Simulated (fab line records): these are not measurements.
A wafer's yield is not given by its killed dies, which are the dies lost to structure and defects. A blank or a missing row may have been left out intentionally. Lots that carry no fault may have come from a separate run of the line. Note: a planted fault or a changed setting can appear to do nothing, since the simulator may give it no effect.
Which of the tools did it? -- flow gf180mcu -- Sampling: 7 lots, 21 wafers, 2 of 602 route steps

== WHAT THE GAUGES READ, wafer by wafer ==
GF_V4_OVL_MEAS_15.
lot,measured,on,V4_OVL (nm)
L695,day 25 15:56,overlay-01,14 10 10
L705,day 28 08:41,overlay-02,- - -
L707,day 29 01:08,overlay-02,10 6 2
L710,day 29 21:12,overlay-02,3 1 5
L713,day 30 05:30,overlay-01,15 18 4
L714,day 30 20:09,overlay-01,11 19 5
L716,day 31 09:35,overlay-01,-4 -2 -3

== TOOL THAT RAN EACH LOT (tool first, then ch and the chambers of the sampled wafers, then the start) ==
lot,GF_V4_PEB_12
L695,"lithoTrack-03 ch 0, day 25 15:28"
L705,"lithoTrack-03, day 28 08:13"
L707,"lithoTrack-01 ch 0, day 29 00:44"
L710,"lithoTrack-04 ch 0, day 29 20:46"
L713,"lithoTrack-04 ch 0, day 30 05:04"
L714,"lithoTrack-04 ch 0, day 30 19:43"
L716,"lithoTrack-01 ch 0, day 31 09:07"
- GF_V4_PEB_12: peb time 90 s.

== THE ANSWER, worked out from the rows above alone ==
Rule: the lots themselves supply what counts as usual. The widest of any qualifying gaps counts: lots, ordered by their means at a reading, are off when they make up no more than a third of the lots, leave a main group of 4 or more, and stand apart from it by 3 or more times the standard deviation of that group's means. Not used: any main group whose means are identical at the precision the tables above print for the reading. Also off: a lot with no number at a reading for which 4 or more lots have one. The other lots that the step has rows for count as sound.
Off: L705, seen at GF_V4_OVL_MEAS_15 (V4_OVL). Without a number there: L705. For the main group the mean is 7 nm and the standard deviation 5.6.
If a tool, at a process step before that reading, ran all the lots that are off and no sound lot after the first of them, it fits. Gauges at GF_V4_OVL_MEAS_15: tried the same way as those tools. One fits: lithoTrack-03 at GF_V4_PEB_12. A fault onset in the window from L695 (day 25 15:28, its last sound lot) to L705 (day 28 08:13, its first lot off) fits.

== WHAT THE SIMULATOR HAD PUT IN ==
Whole step skipped at GF_V4_PEB_12 on lithoTrack-03, starting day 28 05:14. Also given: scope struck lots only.
Lots struck among those shown: L705. The rule above reached the same finding.
